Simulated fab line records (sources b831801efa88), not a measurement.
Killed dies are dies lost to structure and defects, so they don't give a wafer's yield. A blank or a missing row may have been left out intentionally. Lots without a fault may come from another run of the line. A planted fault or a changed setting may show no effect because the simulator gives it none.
fab line records	flow sky130
[record] lots = 14	wafers = 42	last-day = 50
route steps=708 shown VT_ADJUST_PCH@150 SONOS_ONO@171 LDD_N@251 LDD_P@263
lots untouched by any fault: they come from a run of this same line in which no faults occurred
start-h: start of the lot's first displayed wafer, in hours after the record's first day	wait-h: hours from the lot's prior step to this one	" the same as in the row above	L1.1+2: one row covering several wafers at once	- either no value or no given start	* or withheld: withheld	< > ~ a bound
route shown NAME@n: NAME is a module with steps in the file, n the number in the route of the first one	usual: mean/standard deviation of fault-free wafers	same: alike in all rows	chamber/n: place in a boat	sites: each site's reading	_std_site: the standard deviation of these	_edge_site: mean of outer sites minus mean of inner sites	radius-mm: how far each site lies from the wafer's centre	mask NAME#n: copy n	behind: the most recent tool/chamber to have shaped the wafer	hold: the reason the lot was held/the length of the hold in hours/how it ended	device: whichever transistor did not switch (one of n, p or np)	end of line: the route-end tests of the same wafers	where a step has no rows: the recipe by itself	killed: the dies lost at the first sort to structure and to defects; this is not the yield of the wafer	map: shows each die of a wafer: x if killed, . if not, _ if none is there
set.NAME: the setting the step ran with; set.NAME@STEP: the setting that earlier step ran with	model.NAME: the simulator's own value behind a step, which no gauge read
one table for each step of the route and one row for each wafer, over a sample of lots
services: a tool's chamber out of use, with start hour (start-h, from the record's first day; less than 0 if before it), hours out, and reason
[[steps]]
[step SKY_VT_ADJUST_PCH_OVL_MEAS_07]
[usual] VT_ADJUST_PCH_OVL = 0.4/1.4
lot.wafer	tool	chamber	start-h	wait-h	VT_ADJUST_PCH_OVL[nm]
L160.3	overlay-01	-	223.24	-	1.1
L160.5	"	-	"	"	0.0
L160.6	"	-	"	"	-0.2
L165.2	overlay-01	-	264.50	-	3.8
L165.4	"	-	"	"	3.1
L165.6	"	-	"	"	3.4
L167.2	overlay-01	-	279.45	-	-1.1
L167.3	"	-	"	"	-0.9
L167.6	"	-	"	"	-0.3
L170.2	overlay-02	-	298.68	-	1.1
L170.4	"	-	"	"	-1.0
L170.5	"	-	"	"	0.4
L171.2	overlay-02	-	310.25	-	0.2
L171.3	"	-	"	"	-0.6
L171.4	"	-	"	"	-1.1
L172.4	overlay-01	-	328.24	-	-1.4
L172.5	"	-	"	"	-0.6
L172.6	"	-	"	"	0.1
L175.1	overlay-01	-	341.07	-	-0.8
L175.4	"	-	"	"	-0.3
L175.5	"	-	"	"	-2.6
L176.1	overlay-01	-	350.57	-	1.4
L176.2	"	-	"	"	0.7
L176.4	"	-	"	"	-1.0
L178.2	overlay-02	-	366.51	-	1.9
L178.4	"	-	"	"	0.1
L178.5	"	-	"	"	1.1
L179.2	overlay-02	-	373.73	-	0.0
L179.5	"	-	"	"	0.2
L179.6	"	-	"	"	-1.5
L180.4	overlay-02	-	380.49	-	-1.4
L180.5	"	-	"	"	-1.8
L180.6	"	-	"	"	-0.2
L181.1	overlay-02	-	386.67	-	0.1
L181.2	"	-	"	"	0.7
L181.5	"	-	"	"	-0.3
L182.1	overlay-02	-	395.22	-	0.9
L182.5	"	-	"	"	1.3
L182.6	"	-	"	"	0.9
L183.1	overlay-01	-	401.52	-	0.6
L183.4	"	-	"	"	-0.2
L183.6	"	-	"	"	1.2
[step SKY_SONOS_ONO_THK_MEAS_03]
[recipe] reads = Si3N4_of_SONOS_ONO_CVD_02
[usual] SONOS_ONO_CVD_02_THK = 10.45/0.15
lot.wafer	tool	chamber	start-h	wait-h	SONOS_ONO_CVD_02_THK[nm]
L160.3	film-metro-01	-	249.58	0.0	10.48
L160.5	"	-	"	"	10.57
L160.6	"	-	"	"	10.60
L165.2	film-metro-01	-	293.53	0.0	10.55
L165.4	"	-	"	"	10.70
L165.6	"	-	"	"	10.58
L167.2	film-metro-04	-	310.06	0.0	10.63
L167.3	"	-	"	"	10.65
L167.6	"	-	"	"	10.56
L170.2	film-metro-02	-	329.33	0.0	10.64
L170.4	"	-	"	"	10.67
L170.5	"	-	"	"	10.62
L171.2	film-metro-02	-	339.95	0.0	10.43
L171.3	"	-	"	"	10.45
L171.4	"	-	"	"	10.48
L172.4	film-metro-01	-	363.00	0.0	10.36
L172.5	"	-	"	"	10.30
L172.6	"	-	"	"	10.38
L175.1	film-metro-04	-	377.07	0.0	10.43
L175.4	"	-	"	"	10.44
L175.5	"	-	"	"	10.44
L176.1	film-metro-02	-	381.65	0.0	10.45
L176.2	"	-	"	"	10.30
L176.4	"	-	"	"	10.30
L178.2	film-metro-01	-	401.20	0.0	10.31
L178.4	"	-	"	"	10.29
L178.5	"	-	"	"	10.30
L179.2	film-metro-02	-	405.56	0.0	10.56
L179.5	"	-	"	"	10.45
L179.6	"	-	"	"	10.47
L180.4	film-metro-01	-	416.35	0.0	10.27
L180.5	"	-	"	"	10.46
L180.6	"	-	"	"	10.37
L181.1	film-metro-02	-	422.28	0.0	10.39
L181.2	"	-	"	"	10.45
L181.5	"	-	"	"	10.38
L182.1	film-metro-04	-	432.32	0.0	10.14
L182.5	"	-	"	"	10.20
L182.6	"	-	"	"	10.19
L183.1	film-metro-01	-	435.92	0.0	10.30
L183.4	"	-	"	"	10.12
L183.6	"	-	"	"	10.39
[step SKY_LDD_N_IMPLANT_14]
[recipe] species = BF2	energy-kev = 50	dose-cm2 = 5e+12	tilt-deg = 30	rotation-deg = 180
[usual] beam-energy-keV = 50.000/0.016	beam-on-s = 9.99/0.2	dose-ions-cm2 = 5e+12/5.3e+09	faraday-current-uA = 28.2/0.55
lot.wafer	tool	chamber	start-h	wait-h	beam-energy-keV	beam-on-s	dose-ions-cm2	faraday-current-uA
L160.3	implanter-01	0	397.60	0.1	50.017	9.96	5.003e+12	28.3
L160.5	"	0	"	"	50.024	10.01	4.993e+12	28.2
L160.6	"	0	"	"	50.017	10.12	4.995e+12	27.9
L165.2	implanter-02	0	449.62	0.1	50.032	9.91	4.993e+12	28.5
L165.4	"	0	"	"	50.003	9.69	4.997e+12	29.1
L165.6	"	0	"	"	50.000	9.85	4.997e+12	28.6
L167.2	implanter-02	0	471.58	0.1	49.991	9.90	5.007e+12	28.5
L167.3	"	0	"	"	50.000	9.82	5.004e+12	28.7
L167.6	"	0	"	"	49.996	9.82	5.008e+12	28.6
L170.2	implanter-02	0	490.23	0.1	49.992	10.29	5.003e+12	27.3
L170.4	"	0	"	"	50.009	10.06	5.008e+12	28.2
L170.5	"	0	"	"	50.002	9.74	5.01e+12	29.0
L171.2	implanter-02	0	502.04	0.1	49.980	9.97	4.999e+12	28.3
L171.3	"	0	"	"	49.994	9.80	5.006e+12	28.9
L171.4	"	0	"	"	49.983	9.95	4.998e+12	28.3
L172.4	implanter-01	0	524.91	0.1	49.984	9.86	4.999e+12	28.6
L172.5	"	0	"	"	49.985	9.91	4.993e+12	28.4
L172.6	"	0	"	"	49.999	10.17	4.996e+12	27.7
L175.1	implanter-01	0	540.13	0.1	49.985	9.86	5.006e+12	28.5
L175.4	"	0	"	"	49.969	10.19	5.001e+12	27.8
L175.5	"	0	"	"	49.998	9.95	5.007e+12	28.5
L176.1	implanter-01	0	547.55	0.1	50.012	9.88	5.004e+12	28.6
L176.2	"	0	"	"	49.994	9.73	4.998e+12	28.9
L176.4	"	0	"	"	49.995	9.71	5.01e+12	29.0
L178.2	implanter-01	-	568.14	0.1	-	-	-	-
L178.4	"	-	"	"	-	-	-	-
L178.5	"	-	"	"	-	-	-	-
L179.2	implanter-02	-	569.21	0.1	-	-	-	-
L179.5	"	-	"	"	-	-	-	-
L179.6	"	-	"	"	-	-	-	-
L180.4	implanter-02	0	581.71	0.1	50.009	10.43	5.005e+12	27.0
L180.5	"	0	"	"	50.014	9.70	5.005e+12	29.0
L180.6	"	0	"	"	50.027	10.19	5.001e+12	27.8
L181.1	implanter-02	0	583.55	0.1	49.982	10.12	5.002e+12	27.9
L181.2	"	0	"	"	49.957	10.09	5.003e+12	28.0
L181.5	"	0	"	"	49.983	10.20	5.003e+12	27.6
L182.1	implanter-02	0	595.76	0.1	50.008	10.16	5.005e+12	27.7
L182.5	"	0	"	"	50.010	10.13	5.008e+12	27.9
L182.6	"	0	"	"	50.008	9.85	5e+12	28.5
L183.1	implanter-02	0	598.75	0.1	49.993	10.23	4.998e+12	27.7
L183.4	"	0	"	"	49.984	10.09	4.996e+12	27.8
L183.6	"	0	"	"	50.025	9.96	4.993e+12	28.4
[step SKY_LDD_P_OVL_MEAS_08]
[usual] LDD_P_OVL = -0.8/1.5
lot.wafer	tool	chamber	start-h	wait-h	LDD_P_OVL[nm]
L160.3	overlay-02	-	428.23	0.1	0.8
L160.5	"	-	"	"	-0.4
L160.6	"	-	"	"	-1.3
L165.2	overlay-01	-	480.80	0.1	0.5
L165.4	"	-	"	"	0.0
L165.6	"	-	"	"	-1.0
L167.2	overlay-02	-	502.10	0.1	0.1
L167.3	"	-	"	"	2.0
L167.6	"	-	"	"	0.7
L170.2	overlay-02	-	521.70	0.1	-0.1
L170.4	"	-	"	"	1.5
L170.5	"	-	"	"	0.7
L171.2	overlay-01	-	532.44	0.1	-0.7
L171.3	"	-	"	"	-1.5
L171.4	"	-	"	"	1.4
L172.4	overlay-01	-	555.68	0.1	-2.2
L172.5	"	-	"	"	-0.7
L172.6	"	-	"	"	-1.8
L175.1	overlay-01	-	570.68	0.1	1.7
L175.4	"	-	"	"	1.0
L175.5	"	-	"	"	0.3
L176.1	overlay-01	-	577.60	0.1	-2.4
L176.2	"	-	"	"	-1.3
L176.4	"	-	"	"	-1.8
L180.4	overlay-01	-	611.21	0.1	0.9
L180.5	"	-	"	"	0.6
L180.6	"	-	"	"	1.2
L181.1	overlay-01	-	613.01	0.1	-0.2
L181.2	"	-	"	"	-0.1
L181.5	"	-	"	"	-0.2
L182.1	overlay-01	-	625.09	0.1	0.5
L182.5	"	-	"	"	1.2
L182.6	"	-	"	"	1.8
L183.1	overlay-01	-	627.13	0.1	-3.1
L183.4	"	-	"	"	-2.4
L183.6	"	-	"	"	-1.9
[[services]]
tool	chamber	start-h	hours	kind
implanter-02	-	398.28	6.2	repair
implanter-01	-	447.18	5.6	pm
implanter-02	-	522.78	4.6	pm
implanter-02	-	552.70	15.2	pm
[[key]]
[first-sign] step = SKY_LDD_N_IMPLANT_14	reading = tool-record	direction = missing
effect none on later readings
met-at SKY_LDD_N_IMPLANT_14
struck-lots L178,L179
later-rows-left-out L178.2,L178.4,L178.5,L179.2,L179.5,L179.6
sort-left-out L178.2,L178.4,L178.5,L179.2,L179.5,L179.6
tester-left-out L178,L179
not-acting-at SKY_VT_ADJUST_PCH_OVL_MEAS_07,SKY_SONOS_ONO_THK_MEAS_03,SKY_LDD_P_OVL_MEAS_08
onset-between 547.55 568.14
[fault] kind = skipped-step-whole	tool = implanter-01,implanter-02	chamber = -	onset-h = 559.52	steps = SKY_LDD_N_IMPLANT_14	scope = struck-lots-only
// tester-left-out: of these lots the tester's yield and bins aren't shown, on N5 and GAA mostly nor the transistor test; their killed dies are dies lost to structure and defects alone, not to doping, threshold or leakage, so they don't give the yield
// sort-left-out: the simulated sort isn't trusted on such a fault, so these wafers' sort isn't shown, and their yield isn't known
// later-rows-left-out: the simulator's readings of these wafers behind a module that went badly wrong aren't trusted and aren't shown, but for the sort
